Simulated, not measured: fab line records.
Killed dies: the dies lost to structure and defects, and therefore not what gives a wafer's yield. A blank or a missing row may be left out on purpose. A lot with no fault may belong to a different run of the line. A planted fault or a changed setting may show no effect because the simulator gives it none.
The same fault as seen by 2 desks || flow sky130 || what lay behind the numbers comes last; until then each desk has only its own

## THE TOOL OWNER'S DESK: pvd-sputter-03
The tool's own readings at SKY_CAPM_SPUTTER_02 (material TiN, target thk 200 nm, time 166.7 s): means of the sampled wafers that have a number, for each lot that ran on this tool. Marked OUT: a lot whose mean sits more than 4 standard deviations from the usual mean, which makes it out of limits; the brackets give that distance.
Columns: A = cathode-dc-power-W at SKY_CAPM_SPUTTER_02, usual 6500.0 W; B = substrate-temp-c at SKY_CAPM_SPUTTER_02, usual 300.00 C; C = throttle-valve-pct at SKY_CAPM_SPUTTER_02, usual 30.3 %
{"lot": "L239", "first seen here": "day 36 17:56", "A": 6500.5, "B": 300.13, "C": 30.5}
{"lot": "L241", "first seen here": "day 37 13:09", "A": 6499.8, "B": 300.06, "C": 31.3}
{"lot": "L245", "first seen here": "day 38 11:41", "A": 6499.3, "B": 300.04, "C": 30.6}
{"lot": "L246", "first seen here": "day 38 21:43", "A": 6500.4, "B": 299.83, "C": 29.8}
{"lot": "L247", "first seen here": "day 39 05:37", "A": 6500.3, "B": 300.07, "C": 31.2}
{"lot": "L249", "first seen here": "day 39 11:21", "A": 6498.9, "B": 300.10, "C": 31.4}
{"lot": "L260", "first seen here": "day 42 21:12", "A": "6429.1 (-59) OUT", "B": 300.03, "C": 30.4}
This desk's finding: out of limits on L260; first on L260, day 42 21:12 (cathode-dc-power-W at SKY_CAPM_SPUTTER_02). Within limits: L239, L241, L245, L246, L247, L249.

## THE METROLOGY DESK
Means of the sampled wafers that have a number, per lot and without regard to the tool the lot ran on: this is what the gauges read. Marked OUT: a lot whose mean sits more than 4 standard deviations from the usual mean, which makes it out of limits; the brackets give that distance.
Columns: A = cd-nm at SKY_VIA2_CD_MEAS_12, usual 199.6 nm; B = CAPM_TIN_RS at SKY_CAPM_RS_MEAS_03, usual 6.92 ohm/sq
{"lot": "L239", "first seen here": "day 36 15:54", "A": 198.7, "B": 6.93}
{"lot": "L241", "first seen here": "day 37 10:32", "A": 199.2, "B": 6.91}
{"lot": "L242", "first seen here": "day 37 16:50", "A": 198.5, "B": 6.93}
{"lot": "L245", "first seen here": "day 38 09:55", "A": 201.9, "B": 6.89}
{"lot": "L246", "first seen here": "day 38 19:55", "A": 199.3, "B": 6.86}
{"lot": "L247", "first seen here": "day 39 01:58", "A": 201.0, "B": 6.98}
{"lot": "L249", "first seen here": "day 39 09:35", "A": 197.7, "B": 6.93}
{"lot": "L248", "first seen here": "day 39 11:31", "A": 200.4, "B": 6.79}
{"lot": "L250", "first seen here": "day 39 18:40", "A": 197.9, "B": 6.87}
{"lot": "L254", "first seen here": "day 41 07:13", "A": 198.6, "B": 6.91}
{"lot": "L260", "first seen here": "day 42 19:24", "A": 197.9, "B": 6.99}
{"lot": "L261", "first seen here": "day 43 00:28", "A": 200.6, "B": 6.91}
This desk's verdict: no lot among the 12 shows anything out of limits.

## ALL TOGETHER
An alarm could have come from the tool owner's desk at day 42 21:12, on L260.
From the metrology desk's view, nothing was out of limits.
The metrology desk holds a record of L260, inside its limits.
All the named lots went through SKY_CAPM_SPUTTER_02 on pvd-sputter-03.

## WHAT HAD BEEN PUT IN BY THE SIMULATOR
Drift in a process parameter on pvd-sputter-03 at SKY_CAPM_SPUTTER_02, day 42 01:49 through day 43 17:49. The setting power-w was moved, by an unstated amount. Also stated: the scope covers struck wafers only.
Struck lots among those shown: L260.
How many hours passed from the start of the fault until each desk's first out-of-limits reading: the tool owner's desk, 19.
